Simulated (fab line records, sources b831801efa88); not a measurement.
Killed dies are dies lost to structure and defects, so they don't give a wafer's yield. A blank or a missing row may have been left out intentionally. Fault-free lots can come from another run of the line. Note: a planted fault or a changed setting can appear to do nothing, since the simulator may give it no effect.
fab line records / flow gf180mcu
record: lots: 6 wafers: 17 lastDay: 33
route steps=602 shown MIM@523 M5@526
lots with no fault: from the same line, run without faults
startH: the number of hours between the record's first day and the start of the first shown wafer of the lot / waitH: time in hours since the lot's previous step / " repeats the value in the row above / L1.1+2: a single row standing in for several wafers / - no value, or no start given / * or withheld: withheld / < > ~ a bound
route shown NAME@n: NAME is a module with steps in the file, n the number in the route of the first one / usual: mean/standard deviation of fault-free wafers / same: alike in all rows / chamber/n: place in a boat / sites: per-site readings / _std_site: standard deviation across them / _edge_site: the outer-site mean with the inner-site mean subtracted / radiusMm: for every site, how far away it sits from the centre of the wafer / mask NAME#n: copy n / behind: the last tool/chamber to shape the wafer / hold: what put the lot on hold/how long, in hours/how the hold closed / device: which transistor (n, p or np) failed to switch / end of line: tests run on the same wafers once the route is complete / a step given without rows: its recipe and nothing more / killed: the dies lost at the first sort to structure and to defects; this is not the yield of the wafer / map: a wafer's dies, marking killed ones x, the rest . and places with no die _
set.NAME: the setting as run; set.NAME@STEP: as run at that earlier step / model.NAME: the simulator's own value behind a step, which no gauge read
lots seen at some steps along the route; tables by step, rows by wafer
services: when a tool's chamber went out of use (startH, in hours from the record's first day, below 0 if earlier), for how many hours, and the reason
== steps ==
step: GF_MIM_STRIP_20
recipe: chemistry: O2/N2 powerW: 1400 pressureMtorr: 1500 platenTempC: 250 o2FlowSccm: 3000 n2FlowSccm: 300 overashFraction: 0.5
usual: drypumpMotorCurrentA: 5.59/0.22 heaterPowerW: 331/39 oesProductAu: 0.692/0.0044 stripTimeToEndpointS: 11.22/0.04
lot.wafer=L290.2 tool=plasmaAsher-04 chamber=0 startH=641.70 waitH=0.1 drypumpMotorCurrentA=5.87 heaterPowerW=318 oesProductAu=0.686 rfHoursCounterH=56 stripTimeToEndpointS=11.26
lot.wafer=L290.4 tool=plasmaAsher-04 chamber=1 startH=641.70 waitH=0.1 drypumpMotorCurrentA=5.42 heaterPowerW=263 oesProductAu=0.695 rfHoursCounterH=- stripTimeToEndpointS=11.21
lot.wafer=L290.5 tool=plasmaAsher-04 chamber=1 startH=641.70 waitH=0.1 drypumpMotorCurrentA=5.41 heaterPowerW=263 oesProductAu=0.689 rfHoursCounterH=- stripTimeToEndpointS=11.22
lot.wafer=L291.1 tool=plasmaAsher-03 chamber=1 startH=648.18 waitH=0.0 drypumpMotorCurrentA=5.48 heaterPowerW=369 oesProductAu=0.694 rfHoursCounterH=14 stripTimeToEndpointS=11.23
lot.wafer=L291.3 tool=plasmaAsher-03 chamber=1 startH=648.18 waitH=0.0 drypumpMotorCurrentA=5.46 heaterPowerW=371 oesProductAu=0.689 rfHoursCounterH=- stripTimeToEndpointS=11.22
lot.wafer=L292.1 tool=plasmaAsher-03 chamber=1 startH=654.58 waitH=0.0 drypumpMotorCurrentA=5.48 heaterPowerW=374 oesProductAu=0.700 rfHoursCounterH=15 stripTimeToEndpointS=11.25
lot.wafer=L292.5 tool=plasmaAsher-03 chamber=1 startH=654.58 waitH=0.0 drypumpMotorCurrentA=5.48 heaterPowerW=375 oesProductAu=0.692 rfHoursCounterH=- stripTimeToEndpointS=11.24
lot.wafer=L292.6 tool=plasmaAsher-03 chamber=0 startH=654.58 waitH=0.0 drypumpMotorCurrentA=5.63 heaterPowerW=340 oesProductAu=0.691 rfHoursCounterH=- stripTimeToEndpointS=11.25
lot.wafer=L301.2 tool=plasmaAsher-04 chamber=0 startH=721.17 waitH=0.0 drypumpMotorCurrentA=5.85 heaterPowerW=322 oesProductAu=0.684 rfHoursCounterH=64 stripTimeToEndpointS=11.20
lot.wafer=L301.4 tool=plasmaAsher-04 chamber=1 startH=721.17 waitH=0.0 drypumpMotorCurrentA=5.41 heaterPowerW=272 oesProductAu=0.686 rfHoursCounterH=- stripTimeToEndpointS=11.16
lot.wafer=L301.6 tool=plasmaAsher-04 chamber=1 startH=721.17 waitH=0.0 drypumpMotorCurrentA=5.40 heaterPowerW=271 oesProductAu=0.695 rfHoursCounterH=- stripTimeToEndpointS=11.20
lot.wafer=L302.1 tool=plasmaAsher-02 chamber=1 startH=723.31 waitH=0.0 drypumpMotorCurrentA=5.21 heaterPowerW=360 oesProductAu=0.691 rfHoursCounterH=103 stripTimeToEndpointS=11.25
lot.wafer=L302.2 tool=plasmaAsher-02 chamber=0 startH=723.31 waitH=0.0 drypumpMotorCurrentA=5.97 heaterPowerW=360 oesProductAu=0.701 rfHoursCounterH=103 stripTimeToEndpointS=11.25
lot.wafer=L302.5 tool=plasmaAsher-02 chamber=1 startH=723.31 waitH=0.0 drypumpMotorCurrentA=5.22 heaterPowerW=360 oesProductAu=0.694 rfHoursCounterH=- stripTimeToEndpointS=11.26
lot.wafer=L303.2 tool=plasmaAsher-02 chamber=0 startH=729.85 waitH=0.0 drypumpMotorCurrentA=5.95 heaterPowerW=358 oesProductAu=0.690 rfHoursCounterH=104 stripTimeToEndpointS=11.19
lot.wafer=L303.3 tool=plasmaAsher-02 chamber=1 startH=729.85 waitH=0.0 drypumpMotorCurrentA=5.22 heaterPowerW=369 oesProductAu=0.679 rfHoursCounterH=- stripTimeToEndpointS=11.18
lot.wafer=L303.5 tool=plasmaAsher-02 chamber=0 startH=729.85 waitH=0.0 drypumpMotorCurrentA=5.94 heaterPowerW=369 oesProductAu=0.694 rfHoursCounterH=- stripTimeToEndpointS=11.17
step: GF_MIM_STRIP_21
recipe: chemistry: postEtchResidueRemover timeS: 1200 tempC: 72.5
step: GF_MIM_CLEAN_22
recipe: chemistry: DIW dry: n2Spin
step: GF_M5_DEHYDRATE_00
recipe: tempC: 200 timeS: 60
step: GF_M5_HMDS_01
recipe: primeTimeS: 60 primeTempC: 120
step: GF_M5_COAT_02
recipe: resist: KrF spinRpm: withheld resistThkNm: 1000
step: GF_M5_SOFTBAKE_03
recipe: tempC: 130 timeS: 60 resist: KrF
step: GF_M5_EXPOSE_04
recipe: maskId: Metal5 targetCdNm: 280 na: 0.68 sourceShape: conventional sigmaOuter: 0.6 doseMj: 28
step: GF_M5_PEB_05
recipe: pebTempC: 135 pebTimeS: 90 resist: KrF
step: GF_M5_DEVELOP_06
recipe: developTimeS: 60 devTempC: 21
step: GF_M5_CD_MEAS_07
recipe: targetCdNm: 280
usual: cdNm: 280.1/1
lot.wafer=L290.2 tool=cdSem-02 chamber=- startH=662.10 waitH=0.1 cdNm=281.6
lot.wafer=L290.4 tool=cdSem-02 chamber=- startH=662.10 waitH=0.1 cdNm=281.7
lot.wafer=L290.5 tool=cdSem-02 chamber=- startH=662.10 waitH=0.1 cdNm=282.2
lot.wafer=L291.1 tool=cdSem-02 chamber=- startH=668.77 waitH=0.1 cdNm=278.4
lot.wafer=L291.3 tool=cdSem-02 chamber=- startH=668.77 waitH=0.1 cdNm=280.0
lot.wafer=L292.1 tool=cdSem-02 chamber=- startH=674.58 waitH=0.1 cdNm=280.9
lot.wafer=L292.5 tool=cdSem-02 chamber=- startH=674.58 waitH=0.1 cdNm=280.6
lot.wafer=L292.6 tool=cdSem-02 chamber=- startH=674.58 waitH=0.1 cdNm=279.7
lot.wafer=L301.2 tool=cdSem-01 chamber=- startH=738.94 waitH=0.1 cdNm=281.3
lot.wafer=L301.4 tool=cdSem-01 chamber=- startH=738.94 waitH=0.1 cdNm=281.7
lot.wafer=L301.6 tool=cdSem-01 chamber=- startH=738.94 waitH=0.1 cdNm=282.3
lot.wafer=L302.1 tool=cdSem-01 chamber=- startH=740.97 waitH=0.1 cdNm=281.3
lot.wafer=L302.2 tool=cdSem-01 chamber=- startH=740.97 waitH=0.1 cdNm=281.9
lot.wafer=L302.5 tool=cdSem-01 chamber=- startH=740.97 waitH=0.1 cdNm=280.8
lot.wafer=L303.2 tool=cdSem-02 chamber=- startH=747.26 waitH=0.1 cdNm=279.5
lot.wafer=L303.3 tool=cdSem-02 chamber=- startH=747.26 waitH=0.1 cdNm=279.1
lot.wafer=L303.5 tool=cdSem-02 chamber=- startH=747.26 waitH=0.1 cdNm=278.9
step: GF_M5_OVL_MEAS_08
usual: M5_OVL: 2/5.3
lot.wafer=L290.2 tool=overlay-02 chamber=- startH=662.21 waitH=0.1 M5_OVL[nm]=-6
lot.wafer=L290.4 tool=overlay-02 chamber=- startH=662.21 waitH=0.1 M5_OVL[nm]=-6
lot.wafer=L290.5 tool=overlay-02 chamber=- startH=662.21 waitH=0.1 M5_OVL[nm]=-3
lot.wafer=L291.1 tool=overlay-01 chamber=- startH=668.89 waitH=0.1 M5_OVL[nm]=3
lot.wafer=L291.3 tool=overlay-01 chamber=- startH=668.89 waitH=0.1 M5_OVL[nm]=9
lot.wafer=L292.1 tool=overlay-01 chamber=- startH=674.70 waitH=0.1 M5_OVL[nm]=9
lot.wafer=L292.5 tool=overlay-01 chamber=- startH=674.70 waitH=0.1 M5_OVL[nm]=13
lot.wafer=L292.6 tool=overlay-01 chamber=- startH=674.70 waitH=0.1 M5_OVL[nm]=13
lot.wafer=L301.2 tool=overlay-02 chamber=- startH=739.05 waitH=0.1 M5_OVL[nm]=1
lot.wafer=L301.4 tool=overlay-02 chamber=- startH=739.05 waitH=0.1 M5_OVL[nm]=4
lot.wafer=L301.6 tool=overlay-02 chamber=- startH=739.05 waitH=0.1 M5_OVL[nm]=8
lot.wafer=L302.1 tool=overlay-02 chamber=- startH=741.09 waitH=0.1 M5_OVL[nm]=11
lot.wafer=L302.2 tool=overlay-02 chamber=- startH=741.09 waitH=0.1 M5_OVL[nm]=0
lot.wafer=L302.5 tool=overlay-02 chamber=- startH=741.09 waitH=0.1 M5_OVL[nm]=3
lot.wafer=L303.2 tool=overlay-02 chamber=- startH=747.36 waitH=0.1 M5_OVL[nm]=1
lot.wafer=L303.3 tool=overlay-02 chamber=- startH=747.36 waitH=0.1 M5_OVL[nm]=4
lot.wafer=L303.5 tool=overlay-02 chamber=- startH=747.36 waitH=0.1 M5_OVL[nm]=3
step: GF_M5_ETCH_09
recipe: chemistry: CF4/O2 target: Si3N4 targetDepthNm: 52 sourceW: 800 biasW: 150 pressureMtorr: 150 cf4FlowSccm: 80 O2_flow_sccm: 10 timeS: 11.6
usual: biasW: 150.0/0.41 cf4FlowSccm: 80.01/0.25 drypumpMotorCurrentA: 5.60/0.25 oesProductAu: 0.993/0.015 throttleValvePct: 5.968/0.0098
lot.wafer=L290.2 tool=rieDiel-04 chamber=1 startH=662.24 waitH=0.0 biasW=149.7 cf4FlowSccm=79.75 drypumpMotorCurrentA=5.05 oesProductAu=0.983 rfHoursCounterH=4 throttleValvePct=5.969 model.etch.depthNm=50.69 model.KrF_of_M5_COAT_02.thkNm=955.6
lot.wafer=L290.4 tool=rieDiel-04 chamber=0 startH=662.24 waitH=0.0 biasW=150.4 cf4FlowSccm=80.07 drypumpMotorCurrentA=5.69 oesProductAu=0.988 rfHoursCounterH=9 throttleValvePct=5.967 model.etch.depthNm=50.75 model.KrF_of_M5_COAT_02.thkNm=956.5
lot.wafer=L290.5 tool=rieDiel-04 chamber=0 startH=662.24 waitH=0.0 biasW=150.1 cf4FlowSccm=79.89 drypumpMotorCurrentA=5.66 oesProductAu=0.985 rfHoursCounterH=- throttleValvePct=5.957 model.etch.depthNm=50.77 model.KrF_of_M5_COAT_02.thkNm=953.4
lot.wafer=L291.1 tool=rieDiel-04 chamber=3 startH=668.93 waitH=0.0 biasW=- cf4FlowSccm=80.16 drypumpMotorCurrentA=5.67 oesProductAu=1.009 rfHoursCounterH=0 throttleValvePct=5.978 model.etch.depthNm=38.65 model.KrF_of_M5_COAT_02.thkNm=959.7
lot.wafer=L291.3 tool=rieDiel-04 chamber=0 startH=668.93 waitH=0.0 biasW=149.9 cf4FlowSccm=79.91 drypumpMotorCurrentA=5.69 oesProductAu=0.979 rfHoursCounterH=9 throttleValvePct=5.967 model.etch.depthNm=50.01 model.KrF_of_M5_COAT_02.thkNm=954.5
lot.wafer=L292.1 tool=rieDiel-04 chamber=1 startH=674.74 waitH=0.0 biasW=- cf4FlowSccm=80.65 drypumpMotorCurrentA=5.03 oesProductAu=0.987 rfHoursCounterH=4 throttleValvePct=5.964 model.etch.depthNm=37.32 model.KrF_of_M5_COAT_02.thkNm=960.6
lot.wafer=L292.5 tool=rieDiel-04 chamber=0 startH=674.74 waitH=0.0 biasW=149.3 cf4FlowSccm=80.19 drypumpMotorCurrentA=5.68 oesProductAu=0.974 rfHoursCounterH=- throttleValvePct=5.955 model.etch.depthNm=50.13 model.KrF_of_M5_COAT_02.thkNm=952.6
lot.wafer=L292.6 tool=rieDiel-04 chamber=3 startH=674.74 waitH=0.0 biasW=149.9 cf4FlowSccm=79.57 drypumpMotorCurrentA=5.70 oesProductAu=1.010 rfHoursCounterH=- throttleValvePct=5.974 model.etch.depthNm=53.37 model.KrF_of_M5_COAT_02.thkNm=949.7
lot.wafer=L301.2 tool=rieDiel-03 chamber=2 startH=739.08 waitH=0.0 biasW=149.7 cf4FlowSccm=80.01 drypumpMotorCurrentA=5.25 oesProductAu=0.976 rfHoursCounterH=23 throttleValvePct=5.949 model.etch.depthNm=49.64 model.KrF_of_M5_COAT_02.thkNm=954.5
lot.wafer=L301.4 tool=rieDiel-03 chamber=3 startH=739.08 waitH=0.0 biasW=149.7 cf4FlowSccm=80.37 drypumpMotorCurrentA=5.81 oesProductAu=0.997 rfHoursCounterH=1 throttleValvePct=5.958 model.etch.depthNm=51.73 model.KrF_of_M5_COAT_02.thkNm=950.1
lot.wafer=L301.6 tool=rieDiel-03 chamber=2 startH=739.08 waitH=0.0 biasW=150.4 cf4FlowSccm=80.10 drypumpMotorCurrentA=5.23 oesProductAu=0.974 rfHoursCounterH=- throttleValvePct=5.973 model.etch.depthNm=49.75 model.KrF_of_M5_COAT_02.thkNm=952.8
lot.wafer=L302.1 tool=rieDiel-02 chamber=1 startH=741.13 waitH=0.0 biasW=150.1 cf4FlowSccm=79.65 drypumpMotorCurrentA=5.52 oesProductAu=1.001 rfHoursCounterH=17 throttleValvePct=5.950 model.etch.depthNm=51.95 model.KrF_of_M5_COAT_02.thkNm=947.7
lot.wafer=L302.2 tool=rieDiel-02 chamber=0 startH=741.13 waitH=0.0 biasW=149.9 cf4FlowSccm=79.53 drypumpMotorCurrentA=5.49 oesProductAu=0.983 rfHoursCounterH=12 throttleValvePct=5.953 model.etch.depthNm=50.58 model.KrF_of_M5_COAT_02.thkNm=952.2
lot.wafer=L302.5 tool=rieDiel-02 chamber=1 startH=741.13 waitH=0.0 biasW=149.6 cf4FlowSccm=79.79 drypumpMotorCurrentA=5.50 oesProductAu=0.999 rfHoursCounterH=- throttleValvePct=5.976 model.etch.depthNm=51.96 model.KrF_of_M5_COAT_02.thkNm=948.2
lot.wafer=L303.2 tool=rieDiel-02 chamber=2 startH=747.39 waitH=0.0 biasW=149.1 cf4FlowSccm=80.08 drypumpMotorCurrentA=6.00 oesProductAu=1.020 rfHoursCounterH=14 throttleValvePct=5.963 model.etch.depthNm=52.98 model.KrF_of_M5_COAT_02.thkNm=955.5
lot.wafer=L303.3 tool=rieDiel-02 chamber=1 startH=747.39 waitH=0.0 biasW=150.0 cf4FlowSccm=79.72 drypumpMotorCurrentA=5.50 oesProductAu=0.995 rfHoursCounterH=17 throttleValvePct=5.972 model.etch.depthNm=51.92 model.KrF_of_M5_COAT_02.thkNm=955.5
lot.wafer=L303.5 tool=rieDiel-02 chamber=0 startH=747.39 waitH=0.0 biasW=150.0 cf4FlowSccm=79.83 drypumpMotorCurrentA=5.45 oesProductAu=0.991 rfHoursCounterH=- throttleValvePct=5.983 model.etch.depthNm=50.64 model.KrF_of_M5_COAT_02.thkNm=953.1
step: GF_M5_METAL_ETCH_10
recipe: chemistry: Cl2/BCl3 maskMaterial: KrF targetDepthNm: 750.8 stopOn: SiO2 pressureMtorr: 8 icpW: 800 biasW: 140 Cl2_flow_sccm: 80 bcl3FlowSccm: 40 timeS: 125.1
usual: biasW: 140.0/0.42 drypumpMotorCurrentA: 5.68/0.25 oesProductAu: 0.988/0.0074 throttleValvePct: 28.232/0.011
lot.wafer=L290.2 tool=rieMetal-03 chamber=0 startH=662.26 waitH=0.0 biasW=140.6 drypumpMotorCurrentA=5.92 oesProductAu=0.991 rfHoursCounterH=8 throttleValvePct=28.233 model.KrF_of_M5_COAT_02.thkNm=651.5
lot.wafer=L290.4 tool=rieMetal-03 chamber=0 startH=662.26 waitH=0.0 biasW=140.7 drypumpMotorCurrentA=5.92 oesProductAu=1.003 rfHoursCounterH=- throttleValvePct=28.221 model.KrF_of_M5_COAT_02.thkNm=651.2
lot.wafer=L290.5 tool=rieMetal-03 chamber=0 startH=662.26 waitH=0.0 biasW=141.2 drypumpMotorCurrentA=5.90 oesProductAu=0.993 rfHoursCounterH=- throttleValvePct=28.215 model.KrF_of_M5_COAT_02.thkNm=650
lot.wafer=L291.1 tool=rieMetal-04 chamber=0 startH=668.95 waitH=0.0 biasW=140.6 drypumpMotorCurrentA=5.66 oesProductAu=0.999 rfHoursCounterH=8 throttleValvePct=28.222 model.KrF_of_M5_COAT_02.thkNm=657.7
lot.wafer=L291.3 tool=rieMetal-04 chamber=0 startH=668.95 waitH=0.0 biasW=140.6 drypumpMotorCurrentA=5.65 oesProductAu=0.988 rfHoursCounterH=- throttleValvePct=28.237 model.KrF_of_M5_COAT_02.thkNm=654.5
lot.wafer=L292.1 tool=rieMetal-03 chamber=1 startH=674.76 waitH=0.0 biasW=140.2 drypumpMotorCurrentA=5.55 oesProductAu=0.990 rfHoursCounterH=5 throttleValvePct=28.238 model.KrF_of_M5_COAT_02.thkNm=662.8
lot.wafer=L292.5 tool=rieMetal-03 chamber=0 startH=674.76 waitH=0.0 biasW=140.0 drypumpMotorCurrentA=5.98 oesProductAu=0.990 rfHoursCounterH=- throttleValvePct=28.230 model.KrF_of_M5_COAT_02.thkNm=644.8
lot.wafer=L292.6 tool=rieMetal-03 chamber=1 startH=674.76 waitH=0.0 biasW=139.3 drypumpMotorCurrentA=5.54 oesProductAu=0.988 rfHoursCounterH=- throttleValvePct=28.237 model.KrF_of_M5_COAT_02.thkNm=652.1
lot.wafer=L301.2 tool=rieMetal-01 chamber=1 startH=739.10 waitH=0.0 biasW=139.6 drypumpMotorCurrentA=5.88 oesProductAu=0.979 rfHoursCounterH=5 throttleValvePct=28.223 model.KrF_of_M5_COAT_02.thkNm=659.7
lot.wafer=L301.4 tool=rieMetal-01 chamber=1 startH=739.10 waitH=0.0 biasW=139.9 drypumpMotorCurrentA=5.90 oesProductAu=0.985 rfHoursCounterH=- throttleValvePct=28.244 model.KrF_of_M5_COAT_02.thkNm=653.6
lot.wafer=L301.6 tool=rieMetal-01 chamber=1 startH=739.10 waitH=0.0 biasW=140.1 drypumpMotorCurrentA=5.91 oesProductAu=0.987 rfHoursCounterH=- throttleValvePct=28.220 model.KrF_of_M5_COAT_02.thkNm=657.4
lot.wafer=L302.1 tool=rieMetal-03 chamber=0 startH=741.15 waitH=0.0 biasW=139.7 drypumpMotorCurrentA=5.95 oesProductAu=0.984 rfHoursCounterH=11 throttleValvePct=28.203 model.KrF_of_M5_COAT_02.thkNm=644.5
lot.wafer=L302.2 tool=rieMetal-03 chamber=1 startH=741.15 waitH=0.0 biasW=140.0 drypumpMotorCurrentA=5.56 oesProductAu=0.979 rfHoursCounterH=8 throttleValvePct=28.238 model.KrF_of_M5_COAT_02.thkNm=655
lot.wafer=L302.5 tool=rieMetal-03 chamber=1 startH=741.15 waitH=0.0 biasW=140.0 drypumpMotorCurrentA=5.56 oesProductAu=0.981 rfHoursCounterH=- throttleValvePct=28.248 model.KrF_of_M5_COAT_02.thkNm=652.5
lot.wafer=L303.2 tool=rieMetal-01 chamber=0 startH=747.42 waitH=0.0 biasW=140.1 drypumpMotorCurrentA=5.27 oesProductAu=0.986 rfHoursCounterH=2 throttleValvePct=28.232 model.KrF_of_M5_COAT_02.thkNm=663.1
lot.wafer=L303.3 tool=rieMetal-01 chamber=0 startH=747.42 waitH=0.0 biasW=139.5 drypumpMotorCurrentA=5.27 oesProductAu=0.984 rfHoursCounterH=- throttleValvePct=28.255 model.KrF_of_M5_COAT_02.thkNm=661.1
lot.wafer=L303.5 tool=rieMetal-01 chamber=0 startH=747.42 waitH=0.0 biasW=140.1 drypumpMotorCurrentA=5.22 oesProductAu=0.988 rfHoursCounterH=- throttleValvePct=28.231 model.KrF_of_M5_COAT_02.thkNm=660
step: GF_M5_STRIP_11
recipe: chemistry: O2/N2 powerW: 1400 pressureMtorr: 1500 platenTempC: 250 o2FlowSccm: 3000 n2FlowSccm: 300 overashFraction: 0.5
usual: drypumpMotorCurrentA: 5.7/0.31 heaterPowerW: 321/36 oesProductAu: 0.525/0.0051 stripTimeToEndpointS: 7.07/0.049
lot.wafer=L290.2 tool=plasmaAsher-01 chamber=1 startH=662.39 waitH=0.1 drypumpMotorCurrentA=6.4 heaterPowerW=273 oesProductAu=0.522 rfHoursCounterH=103 stripTimeToEndpointS=7.06
lot.wafer=L290.4 tool=plasmaAsher-01 chamber=0 startH=662.39 waitH=0.1 drypumpMotorCurrentA=5.8 heaterPowerW=333 oesProductAu=0.523 rfHoursCounterH=- stripTimeToEndpointS=7.05
lot.wafer=L290.5 tool=plasmaAsher-01 chamber=0 startH=662.39 waitH=0.1 drypumpMotorCurrentA=5.7 heaterPowerW=327 oesProductAu=0.517 rfHoursCounterH=- stripTimeToEndpointS=7.04
lot.wafer=L291.1 tool=plasmaAsher-03 chamber=0 startH=669.08 waitH=0.1 drypumpMotorCurrentA=5.6 heaterPowerW=335 oesProductAu=0.528 rfHoursCounterH=16 stripTimeToEndpointS=7.12
lot.wafer=L291.3 tool=plasmaAsher-03 chamber=0 startH=669.08 waitH=0.1 drypumpMotorCurrentA=5.6 heaterPowerW=345 oesProductAu=0.525 rfHoursCounterH=- stripTimeToEndpointS=7.07
lot.wafer=L292.1 tool=plasmaAsher-01 chamber=1 startH=674.89 waitH=0.1 drypumpMotorCurrentA=6.4 heaterPowerW=284 oesProductAu=0.535 rfHoursCounterH=105 stripTimeToEndpointS=7.16
lot.wafer=L292.5 tool=plasmaAsher-01 chamber=1 startH=674.89 waitH=0.1 drypumpMotorCurrentA=6.4 heaterPowerW=297 oesProductAu=0.522 rfHoursCounterH=- stripTimeToEndpointS=6.99
lot.wafer=L292.6 tool=plasmaAsher-01 chamber=0 startH=674.89 waitH=0.1 drypumpMotorCurrentA=5.8 heaterPowerW=333 oesProductAu=0.536 rfHoursCounterH=- stripTimeToEndpointS=7.07
lot.wafer=L301.2 tool=plasmaAsher-04 chamber=1 startH=739.23 waitH=0.1 drypumpMotorCurrentA=5.4 heaterPowerW=261 oesProductAu=0.520 rfHoursCounterH=66 stripTimeToEndpointS=7.14
lot.wafer=L301.4 tool=plasmaAsher-04 chamber=0 startH=739.23 waitH=0.1 drypumpMotorCurrentA=5.9 heaterPowerW=315 oesProductAu=0.521 rfHoursCounterH=- stripTimeToEndpointS=7.09
lot.wafer=L301.6 tool=plasmaAsher-04 chamber=0 startH=739.23 waitH=0.1 drypumpMotorCurrentA=5.8 heaterPowerW=318 oesProductAu=0.522 rfHoursCounterH=- stripTimeToEndpointS=7.10
lot.wafer=L302.1 tool=plasmaAsher-03 chamber=1 startH=741.28 waitH=0.1 drypumpMotorCurrentA=5.5 heaterPowerW=368 oesProductAu=0.523 rfHoursCounterH=25 stripTimeToEndpointS=7.00
lot.wafer=L302.2 tool=plasmaAsher-03 chamber=0 startH=741.28 waitH=0.1 drypumpMotorCurrentA=5.7 heaterPowerW=341 oesProductAu=0.527 rfHoursCounterH=25 stripTimeToEndpointS=7.10
lot.wafer=L302.5 tool=plasmaAsher-03 chamber=1 startH=741.28 waitH=0.1 drypumpMotorCurrentA=5.4 heaterPowerW=373 oesProductAu=0.531 rfHoursCounterH=- stripTimeToEndpointS=7.06
lot.wafer=L303.2 tool=plasmaAsher-01 chamber=0 startH=747.55 waitH=0.1 drypumpMotorCurrentA=5.8 heaterPowerW=333 oesProductAu=0.529 rfHoursCounterH=0 stripTimeToEndpointS=7.18
lot.wafer=L303.3 tool=plasmaAsher-01 chamber=1 startH=747.55 waitH=0.1 drypumpMotorCurrentA=6.4 heaterPowerW=290 oesProductAu=0.529 rfHoursCounterH=- stripTimeToEndpointS=7.16
lot.wafer=L303.5 tool=plasmaAsher-01 chamber=1 startH=747.55 waitH=0.1 drypumpMotorCurrentA=6.4 heaterPowerW=287 oesProductAu=0.525 rfHoursCounterH=- stripTimeToEndpointS=7.14
== services ==
tool=rieMetal-03 chamber=0 startH=635.68 hours=18.4 kind=repair
tool=rieDiel-04 chamber=3 startH=639.72 hours=- kind=clean
tool=rieDiel-04 chamber=3 startH=639.72 hours=19.0 kind=scheduledDown
tool=rieDiel-04 chamber=3 startH=639.72 hours=19.0 kind=ventCycle
tool=rieMetal-03 chamber=- startH=642.37 hours=2.8 kind=pm
tool=rieDiel-03 chamber=1 startH=666.95 hours=8.0 kind=repair
tool=rieDiel-03 chamber=- startH=667.80 hours=4.3 kind=pm
tool=rieDiel-04 chamber=- startH=669.45 hours=2.8 kind=pm
tool=rieDiel-02 chamber=3 startH=670.06 hours=- kind=clean
tool=rieDiel-02 chamber=3 startH=670.06 hours=21.8 kind=scheduledDown
tool=plasmaAsher-03 chamber=- startH=671.59 hours=4.4 kind=repair
tool=plasmaAsher-01 chamber=- startH=683.20 hours=22.2 kind=pm
tool=rieDiel-04 chamber=0 startH=693.49 hours=22.0 kind=repair
tool=rieMetal-01 chamber=0 startH=701.09 hours=2.3 kind=repair
tool=plasmaAsher-04 chamber=- startH=706.32 hours=1.9 kind=repair
tool=rieDiel-02 chamber=3 startH=715.51 hours=15.5 kind=repair
tool=rieDiel-03 chamber=2 startH=727.10 hours=6.5 kind=repair
tool=rieDiel-04 chamber=1 startH=728.18 hours=3.6 kind=repair
tool=plasmaAsher-01 chamber=- startH=733.75 hours=9.0 kind=pm
tool=plasmaAsher-01 chamber=0 startH=733.75 hours=9.0 kind=ventCycle
tool=plasmaAsher-01 chamber=1 startH=733.75 hours=9.0 kind=ventCycle
tool=plasmaAsher-02 chamber=- startH=739.30 hours=0.4 kind=repair
tool=plasmaAsher-01 chamber=0 startH=742.75 hours=- kind=clean
tool=plasmaAsher-01 chamber=1 startH=742.75 hours=- kind=clean
== key ==
firstSign none at tools or gauges
modelEffect: step: GF_M5_ETCH_09 value: etch.depthNm without: 51.54 struck: 37.98
modelEffect: step: GF_M5_METAL_ETCH_10 value: KrF_of_M5_COAT_02.thkNm without: 651.2 struck: 660.3
metAt GF_M5_ETCH_09
struckWafers L291.1,L292.1
sortLeftOut L291.1
onsetBetween 662.24 668.93
fault: kind: processParameterDrift tool: rieDiel-04 chamber: - onsetH: 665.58 steps: GF_M5_ETCH_09 channel: timeS offset: * shape: step endH: 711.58 scope: struckWafersOnly actsIn: * stated: *
sortLeftOut: the simulated sort isn't trusted on such a fault, so these wafers' sort isn't shown, and their yield isn't known
